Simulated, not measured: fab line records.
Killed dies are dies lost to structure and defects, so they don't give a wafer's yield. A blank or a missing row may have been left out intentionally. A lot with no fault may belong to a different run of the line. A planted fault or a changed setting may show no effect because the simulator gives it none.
fab line records || flow sky130 || part 2 of 2: steps 32 to 44 of 44
record: {"lots": 5, "wafers": 15, "lastDay": 50}
route steps=708 shown NWELL@79 PWDE@84 VT_ADJUST_HVTP@85 VT_ADJUST_LVTN@97 VT_ADJUST_NCORE@119
lots that met no fault: taken from a fault-free run of the same line
startH: start of the lot's first displayed wafer, in hours after the record's first day || waitH: time in hours since the lot's previous step || " same as the row above || L1.1+2: several wafers, shown together as one row || - no value, or no start was given || * or withheld: withheld || < > ~ a bound
route shown NAME@n: NAME is a module with steps in the file, n the number in the route of the first one || usual: mean/standard deviation taken from wafers without a fault || same: alike in all rows || chamber/n: place in a boat || sites: the reading at each site || _std_site: the standard deviation of these || _edge_site: the outer-site mean with the inner-site mean subtracted || radiusMm: how far each site lies from the wafer's centre || mask NAME#n: copy n || behind: the tool/chamber that last shaped the wafer || hold: why the lot was held/for how many hours/how that ended || device: whichever transistor did not switch (one of n, p or np) || end of line: the route-end tests of the same wafers || where a step has no rows: the recipe by itself || killed: at the first sort, the dies lost to defects and structure; wafer yield is something else || map: per-die view of a wafer (x killed, . not killed, _ where there is no die)
set.NAME: the setting that was run; set.NAME@STEP: the one run at that earlier step || model.NAME: the simulator's own value behind a step, which no gauge read
a table for each step, a row for each wafer; lots at some steps of the route
services: the hour from which a tool's chamber was out of use, counted from the record's first day as startH (under 0 if before that day), plus the number of hours and why
== steps ==
step: SKY_VT_ADJUST_LVTN_SOFTBAKE_14
recipe: {"tempC": 90, "timeS": 60, "resist": "NOVOLAK"}
{"lot.wafer": "L085.3+4+6", "tool": "lithoTrack-02", "chamber": 0, "startH": 228.63, "waitH": 0.1}
{"lot.wafer": "L086.4+5+6", "tool": "lithoTrack-01", "chamber": 0, "startH": 241.43, "waitH": 0.1}
{"lot.wafer": "L088.2+4+5", "tool": "lithoTrack-02", "chamber": 0, "startH": 247.36, "waitH": 0.1}
{"lot.wafer": "L089.1+5+6", "tool": "lithoTrack-01", "chamber": 0, "startH": 257.81, "waitH": 0.1}
{"lot.wafer": "L093.1+2+3", "tool": "lithoTrack-01", "chamber": 0, "startH": 287.06, "waitH": 0.1}
step: SKY_VT_ADJUST_LVTN_EXPOSE_15
recipe: {"maskId": "HVN_STD_DERIVED", "na": 0.6, "sourceShape": "conventional", "sigmaOuter": 0.6, "polarization": "unpolarized", "targetCdNm": 600, "doseMj": 163}
{"lot.wafer": "L085.3+4+6", "tool": "ilineStepper-01", "chamber": 0, "startH": "-", "waitH": "-", "mask": "HVN_STD_DERIVED#0"}
{"lot.wafer": "L086.4+5+6", "tool": "ilineStepper-02", "chamber": 0, "startH": "-", "waitH": "-", "mask": "HVN_STD_DERIVED#0"}
{"lot.wafer": "L088.2+4+5", "tool": "ilineStepper-02", "chamber": 0, "startH": "-", "waitH": "-", "mask": "HVN_STD_DERIVED#0"}
{"lot.wafer": "L089.1+5+6", "tool": "ilineStepper-01", "chamber": 0, "startH": "-", "waitH": "-", "mask": "HVN_STD_DERIVED#0"}
{"lot.wafer": "L093.1+2+3", "tool": "ilineStepper-01", "chamber": 0, "startH": "-", "waitH": "-", "mask": "HVN_STD_DERIVED#0"}
step: SKY_VT_ADJUST_LVTN_PEB_16
recipe: {"tempC": "withheld", "timeS": "*", "resist": "NOVOLAK"}
{"lot.wafer": "L085.3+4+6", "tool": "lithoTrack-03", "chamber": 0, "startH": "-", "waitH": "-"}
{"lot.wafer": "L086.4+5+6", "tool": "lithoTrack-01", "chamber": 0, "startH": "-", "waitH": "-"}
{"lot.wafer": "L088.2+4+5", "tool": "lithoTrack-03", "chamber": 0, "startH": "-", "waitH": "-"}
{"lot.wafer": "L089.1+5+6", "tool": "lithoTrack-03", "chamber": 0, "startH": "-", "waitH": "-"}
{"lot.wafer": "L093.1+2+3", "tool": "lithoTrack-01", "chamber": 0, "startH": "-", "waitH": "-"}
step: SKY_VT_ADJUST_LVTN_DEVELOP_17
recipe: {"resist": "NOVOLAK", "developer": "TMAH", "developTimeS": 60, "devTempC": 23}
{"lot.wafer": "L085.3+4+6", "tool": "lithoTrack-03", "chamber": 0, "startH": 240.57, "waitH": 0.1}
{"lot.wafer": "L086.4+5+6", "tool": "lithoTrack-01", "chamber": 0, "startH": 253.53, "waitH": 0.1}
{"lot.wafer": "L088.2+4+5", "tool": "lithoTrack-03", "chamber": 0, "startH": 259.19, "waitH": 0.1}
{"lot.wafer": "L089.1+5+6", "tool": "lithoTrack-03", "chamber": 0, "startH": 270.02, "waitH": 0.1}
{"lot.wafer": "L093.1+2+3", "tool": "lithoTrack-01", "chamber": 0, "startH": 299.41, "waitH": 0.1}
step: SKY_VT_ADJUST_LVTN_OVL_MEAS_18
usual: {"VT_ADJUST_LVTN_01_OVL": "0.8/1.3"}
{"lot.wafer": "L085.3", "tool": "overlay-01", "chamber": "-", "startH": 240.68, "waitH": 0.1, "VT_ADJUST_LVTN_01_OVL[nm]": 1.3}
{"lot.wafer": "L085.4", "tool": "overlay-01", "chamber": "-", "startH": 240.68, "waitH": 0.1, "VT_ADJUST_LVTN_01_OVL[nm]": 0.3}
{"lot.wafer": "L085.6", "tool": "overlay-01", "chamber": "-", "startH": 240.68, "waitH": 0.1, "VT_ADJUST_LVTN_01_OVL[nm]": 1.5}
{"lot.wafer": "L086.4", "tool": "overlay-01", "chamber": "-", "startH": 253.63, "waitH": 0.1, "VT_ADJUST_LVTN_01_OVL[nm]": -1.2}
{"lot.wafer": "L086.5", "tool": "overlay-01", "chamber": "-", "startH": 253.63, "waitH": 0.1, "VT_ADJUST_LVTN_01_OVL[nm]": -0.5}
{"lot.wafer": "L086.6", "tool": "overlay-01", "chamber": "-", "startH": 253.63, "waitH": 0.1, "VT_ADJUST_LVTN_01_OVL[nm]": 1.7}
{"lot.wafer": "L088.2", "tool": "overlay-02", "chamber": "-", "startH": 259.32, "waitH": 0.1, "VT_ADJUST_LVTN_01_OVL[nm]": 0.5}
{"lot.wafer": "L088.4", "tool": "overlay-02", "chamber": "-", "startH": 259.32, "waitH": 0.1, "VT_ADJUST_LVTN_01_OVL[nm]": 0.6}
{"lot.wafer": "L088.5", "tool": "overlay-02", "chamber": "-", "startH": 259.32, "waitH": 0.1, "VT_ADJUST_LVTN_01_OVL[nm]": 1.1}
{"lot.wafer": "L089.1", "tool": "overlay-02", "chamber": "-", "startH": 270.17, "waitH": 0.1, "VT_ADJUST_LVTN_01_OVL[nm]": 1.0}
{"lot.wafer": "L089.5", "tool": "overlay-02", "chamber": "-", "startH": 270.17, "waitH": 0.1, "VT_ADJUST_LVTN_01_OVL[nm]": 1.4}
{"lot.wafer": "L089.6", "tool": "overlay-02", "chamber": "-", "startH": 270.17, "waitH": 0.1, "VT_ADJUST_LVTN_01_OVL[nm]": 1.4}
{"lot.wafer": "L093.1", "tool": "overlay-01", "chamber": "-", "startH": 299.56, "waitH": 0.1, "VT_ADJUST_LVTN_01_OVL[nm]": 1.4}
{"lot.wafer": "L093.2", "tool": "overlay-01", "chamber": "-", "startH": 299.56, "waitH": 0.1, "VT_ADJUST_LVTN_01_OVL[nm]": -0.9}
{"lot.wafer": "L093.3", "tool": "overlay-01", "chamber": "-", "startH": 299.56, "waitH": 0.1, "VT_ADJUST_LVTN_01_OVL[nm]": -0.6}
step: SKY_VT_ADJUST_LVTN_IMPLANT_19
recipe: {"species": "B", "energyKev": 30, "doseCm2": 6.5e+11, "tiltDeg": "withheld"}
usual: {"faradayCurrentUA": "3.67/0.076"}
{"lot.wafer": "L085.3", "tool": "implanter-04", "chamber": 0, "startH": 240.75, "waitH": 0.1, "faradayCurrentUA": 3.71}
{"lot.wafer": "L085.4", "tool": "implanter-04", "chamber": 0, "startH": 240.75, "waitH": 0.1, "faradayCurrentUA": 3.65}
{"lot.wafer": "L085.6", "tool": "implanter-04", "chamber": 0, "startH": 240.75, "waitH": 0.1, "faradayCurrentUA": 3.67}
{"lot.wafer": "L086.4", "tool": "implanter-04", "chamber": 0, "startH": 253.72, "waitH": 0.1, "faradayCurrentUA": 3.61}
{"lot.wafer": "L086.5", "tool": "implanter-04", "chamber": 0, "startH": 253.72, "waitH": 0.1, "faradayCurrentUA": 3.77}
{"lot.wafer": "L086.6", "tool": "implanter-04", "chamber": 0, "startH": 253.72, "waitH": 0.1, "faradayCurrentUA": 3.61}
{"lot.wafer": "L088.2", "tool": "implanter-02", "chamber": 0, "startH": 259.38, "waitH": 0.0, "faradayCurrentUA": 3.61}
{"lot.wafer": "L088.4", "tool": "implanter-02", "chamber": 0, "startH": 259.38, "waitH": 0.0, "faradayCurrentUA": 3.65}
{"lot.wafer": "L088.5", "tool": "implanter-02", "chamber": 0, "startH": 259.38, "waitH": 0.0, "faradayCurrentUA": 3.68}
{"lot.wafer": "L089.1", "tool": "implanter-02", "chamber": 0, "startH": 270.20, "waitH": 0.0, "faradayCurrentUA": 3.61}
{"lot.wafer": "L089.5", "tool": "implanter-02", "chamber": 0, "startH": 270.20, "waitH": 0.0, "faradayCurrentUA": 3.71}
{"lot.wafer": "L089.6", "tool": "implanter-02", "chamber": 0, "startH": 270.20, "waitH": 0.0, "faradayCurrentUA": 3.73}
{"lot.wafer": "L093.1", "tool": "implanter-02", "chamber": 0, "startH": 299.59, "waitH": 0.0, "faradayCurrentUA": 3.68}
{"lot.wafer": "L093.2", "tool": "implanter-02", "chamber": 0, "startH": 299.59, "waitH": 0.0, "faradayCurrentUA": 3.70}
{"lot.wafer": "L093.3", "tool": "implanter-02", "chamber": 0, "startH": 299.59, "waitH": 0.0, "faradayCurrentUA": 3.68}
step: SKY_VT_ADJUST_LVTN_STRIP_20
recipe: {"chemistry": "O2/N2", "powerW": 1400, "pressureMtorr": 1500, "platenTempC": "withheld", "o2FlowSccm": 3000, "n2FlowSccm": 300, "overashFraction": 0.5}
usual: {"drypumpMotorCurrentA": "5.5/0.38", "n2FlowSccm": "299.9/0.93", "oesProductAu": "0.716/0.0047", "stripTimeToEndpointS": "14.18/0.05"}
{"lot.wafer": "L085.3", "tool": "plasmaAsher-03", "chamber": 0, "startH": 240.89, "waitH": 0.1, "drypumpMotorCurrentA": 5.5, "n2FlowSccm": 299.4, "oesProductAu": 0.711, "rfHoursCounterH": "-", "stripTimeToEndpointS": 14.11}
{"lot.wafer": "L085.4", "tool": "plasmaAsher-03", "chamber": 1, "startH": 240.89, "waitH": 0.1, "drypumpMotorCurrentA": 6.0, "n2FlowSccm": 300.1, "oesProductAu": 0.717, "rfHoursCounterH": "-", "stripTimeToEndpointS": 14.10}
{"lot.wafer": "L085.6", "tool": "plasmaAsher-03", "chamber": 1, "startH": 240.89, "waitH": 0.1, "drypumpMotorCurrentA": 5.9, "n2FlowSccm": 301.3, "oesProductAu": 0.718, "rfHoursCounterH": "-", "stripTimeToEndpointS": 14.17}
{"lot.wafer": "L086.4", "tool": "plasmaAsher-04", "chamber": 0, "startH": 253.83, "waitH": 0.1, "drypumpMotorCurrentA": 5.6, "n2FlowSccm": 300.7, "oesProductAu": 0.720, "rfHoursCounterH": "-", "stripTimeToEndpointS": 14.11}
{"lot.wafer": "L086.5", "tool": "plasmaAsher-04", "chamber": 0, "startH": 253.83, "waitH": 0.1, "drypumpMotorCurrentA": 5.6, "n2FlowSccm": 300.8, "oesProductAu": 0.713, "rfHoursCounterH": "-", "stripTimeToEndpointS": 14.17}
{"lot.wafer": "L086.6", "tool": "plasmaAsher-04", "chamber": 1, "startH": 253.83, "waitH": 0.1, "drypumpMotorCurrentA": 5.3, "n2FlowSccm": 299.1, "oesProductAu": 0.717, "rfHoursCounterH": "-", "stripTimeToEndpointS": 14.18}
{"lot.wafer": "L088.2", "tool": "plasmaAsher-02", "chamber": 0, "startH": 259.50, "waitH": 0.1, "drypumpMotorCurrentA": 6.0, "n2FlowSccm": 299.7, "oesProductAu": 0.709, "rfHoursCounterH": 14, "stripTimeToEndpointS": 14.12}
{"lot.wafer": "L088.4", "tool": "plasmaAsher-02", "chamber": 1, "startH": 259.50, "waitH": 0.1, "drypumpMotorCurrentA": 4.9, "n2FlowSccm": 299.6, "oesProductAu": 0.714, "rfHoursCounterH": "-", "stripTimeToEndpointS": 14.08}
{"lot.wafer": "L088.5", "tool": "plasmaAsher-02", "chamber": 1, "startH": 259.50, "waitH": 0.1, "drypumpMotorCurrentA": 4.9, "n2FlowSccm": 299.4, "oesProductAu": 0.722, "rfHoursCounterH": "-", "stripTimeToEndpointS": 14.12}
{"lot.wafer": "L089.1", "tool": "plasmaAsher-04", "chamber": 0, "startH": 270.35, "waitH": 0.1, "drypumpMotorCurrentA": 5.6, "n2FlowSccm": 300.5, "oesProductAu": 0.709, "rfHoursCounterH": 56, "stripTimeToEndpointS": 14.20}
{"lot.wafer": "L089.5", "tool": "plasmaAsher-04", "chamber": 0, "startH": 270.35, "waitH": 0.1, "drypumpMotorCurrentA": 5.6, "n2FlowSccm": 299.7, "oesProductAu": 0.720, "rfHoursCounterH": "-", "stripTimeToEndpointS": 14.19}
{"lot.wafer": "L089.6", "tool": "plasmaAsher-04", "chamber": 1, "startH": 270.35, "waitH": 0.1, "drypumpMotorCurrentA": 5.3, "n2FlowSccm": 301.0, "oesProductAu": 0.717, "rfHoursCounterH": "-", "stripTimeToEndpointS": 14.23}
{"lot.wafer": "L093.1", "tool": "plasmaAsher-03", "chamber": 1, "startH": 299.74, "waitH": 0.1, "drypumpMotorCurrentA": 6.0, "n2FlowSccm": 300.5, "oesProductAu": 0.705, "rfHoursCounterH": 49, "stripTimeToEndpointS": 14.24}
{"lot.wafer": "L093.2", "tool": "plasmaAsher-03", "chamber": 0, "startH": 299.74, "waitH": 0.1, "drypumpMotorCurrentA": 5.5, "n2FlowSccm": 300.8, "oesProductAu": 0.715, "rfHoursCounterH": 49, "stripTimeToEndpointS": 14.26}
{"lot.wafer": "L093.3", "tool": "plasmaAsher-03", "chamber": 1, "startH": 299.74, "waitH": 0.1, "drypumpMotorCurrentA": 5.9, "n2FlowSccm": 300.6, "oesProductAu": 0.710, "rfHoursCounterH": "-", "stripTimeToEndpointS": 14.30}
step: SKY_VT_ADJUST_LVTN_TW_MEAS_21
usual: {"VT_ADJUST_LVTN_2_TW": "189.3/1.1"}
{"lot.wafer": "L085.3", "tool": "filmMetro-04", "chamber": "-", "startH": 240.97, "waitH": 0.1, "VT_ADJUST_LVTN_2_TW": 189.4}
{"lot.wafer": "L085.4", "tool": "filmMetro-04", "chamber": "-", "startH": 240.97, "waitH": 0.1, "VT_ADJUST_LVTN_2_TW": 189.7}
{"lot.wafer": "L085.6", "tool": "filmMetro-04", "chamber": "-", "startH": 240.97, "waitH": 0.1, "VT_ADJUST_LVTN_2_TW": 188.9}
{"lot.wafer": "L086.4", "tool": "filmMetro-04", "chamber": "-", "startH": 253.92, "waitH": 0.1, "VT_ADJUST_LVTN_2_TW": 189.2}
{"lot.wafer": "L086.5", "tool": "filmMetro-04", "chamber": "-", "startH": 253.92, "waitH": 0.1, "VT_ADJUST_LVTN_2_TW": 188.9}
{"lot.wafer": "L086.6", "tool": "filmMetro-04", "chamber": "-", "startH": 253.92, "waitH": 0.1, "VT_ADJUST_LVTN_2_TW": 187.9}
{"lot.wafer": "L088.2", "tool": "filmMetro-03", "chamber": "-", "startH": 259.61, "waitH": 0.1, "VT_ADJUST_LVTN_2_TW": 189.9}
{"lot.wafer": "L088.4", "tool": "filmMetro-03", "chamber": "-", "startH": 259.61, "waitH": 0.1, "VT_ADJUST_LVTN_2_TW": 190.2}
{"lot.wafer": "L088.5", "tool": "filmMetro-03", "chamber": "-", "startH": 259.61, "waitH": 0.1, "VT_ADJUST_LVTN_2_TW": 191.0}
{"lot.wafer": "L089.1", "tool": "filmMetro-01", "chamber": "-", "startH": 270.45, "waitH": 0.1, "VT_ADJUST_LVTN_2_TW": 188.6}
{"lot.wafer": "L089.5", "tool": "filmMetro-01", "chamber": "-", "startH": 270.45, "waitH": 0.1, "VT_ADJUST_LVTN_2_TW": 188.6}
{"lot.wafer": "L089.6", "tool": "filmMetro-01", "chamber": "-", "startH": 270.45, "waitH": 0.1, "VT_ADJUST_LVTN_2_TW": 189.9}
{"lot.wafer": "L093.1", "tool": "filmMetro-04", "chamber": "-", "startH": 299.84, "waitH": 0.1, "VT_ADJUST_LVTN_2_TW": 188.8}
{"lot.wafer": "L093.2", "tool": "filmMetro-04", "chamber": "-", "startH": 299.84, "waitH": 0.1, "VT_ADJUST_LVTN_2_TW": 188.9}
{"lot.wafer": "L093.3", "tool": "filmMetro-04", "chamber": "-", "startH": 299.84, "waitH": 0.1, "VT_ADJUST_LVTN_2_TW": 189.4}
step: SKY_VT_ADJUST_NCORE_DEHYDRATE_00
recipe: {"tempC": 200, "timeS": 60}
{"lot.wafer": "L085.3+4+6", "tool": "lithoTrack-04", "chamber": 0, "startH": 252.77, "waitH": 11.8}
{"lot.wafer": "L086.4+5+6", "tool": "lithoTrack-04", "chamber": 0, "startH": 264.65, "waitH": 10.7}
{"lot.wafer": "L088.2+4+5", "tool": "lithoTrack-01", "chamber": 0, "startH": 271.33, "waitH": 11.7}
{"lot.wafer": "L089.1+5+6", "tool": "lithoTrack-04", "chamber": 0, "startH": 281.42, "waitH": 11.0}
{"lot.wafer": "L093.1+2+3", "tool": "lithoTrack-01", "chamber": 0, "startH": 311.41, "waitH": 11.6}
step: SKY_VT_ADJUST_NCORE_HMDS_01
recipe: {"primeTimeS": 60, "primeTempC": 120}
{"lot.wafer": "L085.3+4+6", "tool": "lithoTrack-04", "chamber": 0, "startH": 252.92, "waitH": 0.1}
{"lot.wafer": "L086.4+5+6", "tool": "lithoTrack-04", "chamber": 0, "startH": 264.80, "waitH": 0.1}
{"lot.wafer": "L088.2+4+5", "tool": "lithoTrack-01", "chamber": 0, "startH": 271.48, "waitH": 0.1}
{"lot.wafer": "L089.1+5+6", "tool": "lithoTrack-04", "chamber": 0, "startH": 281.57, "waitH": 0.1}
{"lot.wafer": "L093.1+2+3", "tool": "lithoTrack-01", "chamber": 0, "startH": 311.56, "waitH": 0.1}
step: SKY_VT_ADJUST_NCORE_COAT_02
recipe: {"resist": "NOVOLAK", "spinRpm": 3000, "resistThkNm": 1140}
usual: {"spinSpeedRpm": "3000.0/2.1"}
{"lot.wafer": "L085.3", "tool": "lithoTrack-04", "chamber": 0, "startH": 253.07, "waitH": 0.1, "spinSpeedRpm": 3000.3}
{"lot.wafer": "L085.4", "tool": "lithoTrack-04", "chamber": 0, "startH": 253.07, "waitH": 0.1, "spinSpeedRpm": 3004.0}
{"lot.wafer": "L085.6", "tool": "lithoTrack-04", "chamber": 0, "startH": 253.07, "waitH": 0.1, "spinSpeedRpm": 3000.3}
{"lot.wafer": "L086.4", "tool": "lithoTrack-04", "chamber": 0, "startH": 264.95, "waitH": 0.1, "spinSpeedRpm": 3000.1}
{"lot.wafer": "L086.5", "tool": "lithoTrack-04", "chamber": 0, "startH": 264.95, "waitH": 0.1, "spinSpeedRpm": 2999.6}
{"lot.wafer": "L086.6", "tool": "lithoTrack-04", "chamber": 0, "startH": 264.95, "waitH": 0.1, "spinSpeedRpm": 3003.8}
{"lot.wafer": "L088.2", "tool": "lithoTrack-01", "chamber": 0, "startH": 271.63, "waitH": 0.1, "spinSpeedRpm": 2999.7}
{"lot.wafer": "L088.4", "tool": "lithoTrack-01", "chamber": 0, "startH": 271.63, "waitH": 0.1, "spinSpeedRpm": 2997.9}
{"lot.wafer": "L088.5", "tool": "lithoTrack-01", "chamber": 0, "startH": 271.63, "waitH": 0.1, "spinSpeedRpm": 2998.2}
{"lot.wafer": "L089.1", "tool": "lithoTrack-04", "chamber": 0, "startH": 281.72, "waitH": 0.1, "spinSpeedRpm": 3001.7}
{"lot.wafer": "L089.5", "tool": "lithoTrack-04", "chamber": 0, "startH": 281.72, "waitH": 0.1, "spinSpeedRpm": 2996.6}
{"lot.wafer": "L089.6", "tool": "lithoTrack-04", "chamber": 0, "startH": 281.72, "waitH": 0.1, "spinSpeedRpm": 2998.2}
{"lot.wafer": "L093.1", "tool": "lithoTrack-01", "chamber": 0, "startH": 311.71, "waitH": 0.1, "spinSpeedRpm": 2997.0}
{"lot.wafer": "L093.2", "tool": "lithoTrack-01", "chamber": 0, "startH": 311.71, "waitH": 0.1, "spinSpeedRpm": 3000.5}
{"lot.wafer": "L093.3", "tool": "lithoTrack-01", "chamber": 0, "startH": 311.71, "waitH": 0.1, "spinSpeedRpm": 2998.7}
step: SKY_VT_ADJUST_NCORE_SOFTBAKE_03
recipe: {"tempC": 90, "timeS": 60, "resist": "NOVOLAK"}
{"lot.wafer": "L085.3+4+6", "tool": "lithoTrack-04", "chamber": 0, "startH": 253.22, "waitH": 0.1}
{"lot.wafer": "L086.4+5+6", "tool": "lithoTrack-04", "chamber": 0, "startH": 265.10, "waitH": 0.1}
{"lot.wafer": "L088.2+4+5", "tool": "lithoTrack-01", "chamber": 0, "startH": 271.78, "waitH": 0.1}
{"lot.wafer": "L089.1+5+6", "tool": "lithoTrack-04", "chamber": 0, "startH": 281.87, "waitH": 0.1}
{"lot.wafer": "L093.1+2+3", "tool": "lithoTrack-01", "chamber": 0, "startH": 311.86, "waitH": 0.1}
step: SKY_VT_ADJUST_NCORE_EXPOSE_04
recipe: {"maskId": "LVTN_COMPLEMENT_THIN", "na": 0.6, "sourceShape": "conventional", "sigmaOuter": 0.6, "polarization": "unpolarized", "targetCdNm": 380, "doseMj": 139}
{"lot.wafer": "L085.3+4+6", "tool": "ilineStepper-01", "chamber": 0, "startH": "-", "waitH": "-", "mask": "LVTN_COMPLEMENT_THIN#0"}
{"lot.wafer": "L086.4+5+6", "tool": "ilineStepper-02", "chamber": 0, "startH": "-", "waitH": "-", "mask": "LVTN_COMPLEMENT_THIN#0"}
{"lot.wafer": "L088.2+4+5", "tool": "ilineStepper-02", "chamber": 0, "startH": "-", "waitH": "-", "mask": "LVTN_COMPLEMENT_THIN#0"}
{"lot.wafer": "L089.1+5+6", "tool": "ilineStepper-02", "chamber": 0, "startH": "-", "waitH": "-", "mask": "LVTN_COMPLEMENT_THIN#0"}
{"lot.wafer": "L093.1+2+3", "tool": "ilineStepper-02", "chamber": 0, "startH": "-", "waitH": "-", "mask": "LVTN_COMPLEMENT_THIN#0"}
== services ==
{"tool": "implanter-01", "chamber": "-", "startH": 153.37, "hours": 4.5, "kind": "pm"}
{"tool": "rtpAnneal-01", "chamber": "-", "startH": 160.93, "hours": 6.4, "kind": "pm"}
{"tool": "wetBench-03", "chamber": "-", "startH": 172.27, "hours": 6.7, "kind": "repair"}
{"tool": "implanter-01", "chamber": "-", "startH": 184.47, "hours": 11.2, "kind": "pm"}
{"tool": "implanter-02", "chamber": "-", "startH": 192.16, "hours": 4.6, "kind": "repair"}
{"tool": "ilineStepper-02", "chamber": "-", "startH": 207.34, "hours": 11.9, "kind": "repair"}
{"tool": "implanter-02", "chamber": "-", "startH": 215.60, "hours": 10.0, "kind": "repair"}
{"tool": "plasmaAsher-04", "chamber": "-", "startH": 219.03, "hours": 6.2, "kind": "repair"}
{"tool": "implanter-03", "chamber": "-", "startH": 220.37, "hours": 1.2, "kind": "repair"}
{"tool": "plasmaAsher-04", "chamber": "-", "startH": 220.98, "hours": 1.5, "kind": "repair"}
{"tool": "ilineStepper-01", "chamber": "-", "startH": 222.62, "hours": 2.1, "kind": "pm"}
{"tool": "plasmaAsher-01", "chamber": "-", "startH": 237.65, "hours": 0.3, "kind": "repair"}
{"tool": "implanter-01", "chamber": "-", "startH": 244.27, "hours": 5.0, "kind": "pm"}
{"tool": "implanter-03", "chamber": "-", "startH": 256.95, "hours": 1.3, "kind": "repair"}
{"tool": "plasmaAsher-03", "chamber": "-", "startH": 257.08, "hours": 2.8, "kind": "pm"}
{"tool": "plasmaAsher-02", "chamber": "-", "startH": 273.06, "hours": 3.0, "kind": "repair"}
{"tool": "implanter-01", "chamber": "-", "startH": 275.35, "hours": 7.0, "kind": "repair"}
{"tool": "plasmaAsher-04", "chamber": "-", "startH": 275.61, "hours": 14.6, "kind": "pm"}
{"tool": "rtpAnneal-01", "chamber": "-", "startH": 278.74, "hours": 0.6, "kind": "pm"}
{"tool": "implanter-04", "chamber": "-", "startH": 279.49, "hours": 1.3, "kind": "repair"}
{"tool": "implanter-04", "chamber": "-", "startH": 297.22, "hours": 4.6, "kind": "pm"}
{"tool": "plasmaAsher-04", "chamber": "-", "startH": 299.26, "hours": 0.6, "kind": "repair"}
{"tool": "ilineStepper-02", "chamber": "-", "startH": 303.59, "hours": 1.7, "kind": "pm"}
{"tool": "implanter-02", "chamber": "-", "startH": 306.36, "hours": 21.4, "kind": "pm"}
